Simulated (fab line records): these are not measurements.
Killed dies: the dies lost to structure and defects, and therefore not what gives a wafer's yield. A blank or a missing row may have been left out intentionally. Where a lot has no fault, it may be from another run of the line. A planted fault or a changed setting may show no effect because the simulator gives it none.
Struck lot and sound lot, side by side ; flow sky130 ; 26 out of 708 route steps
Sound: these wafers, L838.1, L838.2, L838.6. Wafers struck: L844.2, L844.3, L844.6. The cause is given at the end.
Each step with rows lists, per side, the tool, then ch with its chambers, then its first start. Under that, the readings that differ: sound wafers ; struck wafers ; difference of the means ; sigmas: that difference in standard deviations of wafers without a fault.
alike: words and numbers the same on both sides, and readings whose means are apart by under 2 such deviations; not compared: readings that were withheld, readings missing a value for some wafer, numbers with overlapping values and no deviation given by the record, and bounds like >300 which may hide the same value.
Wherever a step has rows on one side only, a row that says differs or no value, or a row with sigmas, the two part there. When numbers do not overlap yet have no deviation, they are printed without sigmas and do not part them. Lack of a reading on every wafer of one side parts them only where that side has two or more wafers.

SKY_PWDE_TW_MEAS_10:
  sound on film_metro-04 at day 3 19:38; struck on film_metro-04 at day 5 03:02
  alike: PWDE_TW
then, 7 steps without rows for these wafers: SKY_NWELL_DEHYDRATE_03 (time 60 s); SKY_NWELL_HMDS_04 (prime time 60 s); SKY_NWELL_COAT_05 (resist thk 3000 nm); SKY_NWELL_SOFTBAKE_06; SKY_NWELL_EXPOSE_07 (exposes mask NWM, target cd 840 nm); SKY_NWELL_PEB_08; SKY_NWELL_DEVELOP_09 (develop time 60 s).
SKY_NWELL_OVL_MEAS_10:
  sound on overlay-02 at day 4 12:56; struck on overlay-01 at day 5 20:40
reading;sound;struck;difference;sigmas
NWELL_00_OVL (nm);0.4 1.5 2.4;-1.8 -1.0 -1.5;-2.9;-2
then, 3 steps without rows for these wafers: SKY_NWELL_IMPLANT_11; SKY_NWELL_IMPLANT_12; SKY_NWELL_IMPLANT_13.
SKY_NWELL_STRIP_14: strips in O2/N2.
  sound on plasma_asher-04 ch 0,1, day 4 13:25; struck on plasma_asher-03 ch 0,1, day 5 21:21
reading;sound;struck;difference;sigmas
oes_product_au (a.u.);0.730 0.729 0.711;0.927 0.926 0.925;+0.203;+41
strip_time_to_endpoint_s (s);36.95 36.97 37.06;- - -;no value on the struck wafers;
model.coat_of_NWELL_COAT_05.thk_nm (nm);0 0 0;1658 1656 1652;+1655;
  alike: drypump_motor_current_A
  not compared: rf_hours_counter_h
SKY_NWELL_TW_MEAS_15:
  sound on film_metro-01 at day 4 13:31; struck on film_metro-04 at day 5 21:28
  alike: NWELL_TW
then, 7 steps without rows for these wafers: SKY_NWELL_DEHYDRATE_16 (time 60 s); SKY_NWELL_HMDS_17 (prime time 60 s); SKY_NWELL_COAT_18 (resist thk 3000 nm); SKY_NWELL_SOFTBAKE_19; SKY_NWELL_EXPOSE_20 (exposes mask NWM COMPLEMENT, target cd 840 nm); SKY_NWELL_PEB_21; SKY_NWELL_DEVELOP_22 (develop time 60 s).
SKY_NWELL_OVL_MEAS_23:
  sound on overlay-01 at day 5 07:07; struck on overlay-02 at day 6 15:43
  alike: NWELL_01_OVL
next, for these wafers, 1 step has no rows: SKY_NWELL_IMPLANT_24.
SKY_NWELL_STRIP_25: strips in O2/N2.
  sound on plasma_asher-03 ch 0,1, day 5 07:18; struck on plasma_asher-03 ch 0,1, day 6 15:54
reading;sound;struck;difference;sigmas
strip_time_to_endpoint_s (s);36.95 36.87 36.99;61.49 61.37 61.36;+24.47;+99 or more
  alike: drypump_motor_current_A, oes_product_au
  not compared: rf_hours_counter_h
SKY_NWELL_TW_MEAS_26:
  sound on film_metro-03 at day 5 07:24; struck on film_metro-04 at day 6 16:20
reading;sound;struck;difference;sigmas
NWELL_2_TW;499 499 498;31 31 30;-468;-99 or more
  not compared: hold
SKY_PAD_OPEN_PROBE_99:
  the record has rows for the sound wafers here (prober-02, day 45 19:40) and none for the struck ones

WHERE THEY PART
Earliest at SKY_NWELL_OVL_MEAS_10; latest, in this record, at SKY_PAD_OPEN_PROBE_99.

WHY: what had been put in by the simulator
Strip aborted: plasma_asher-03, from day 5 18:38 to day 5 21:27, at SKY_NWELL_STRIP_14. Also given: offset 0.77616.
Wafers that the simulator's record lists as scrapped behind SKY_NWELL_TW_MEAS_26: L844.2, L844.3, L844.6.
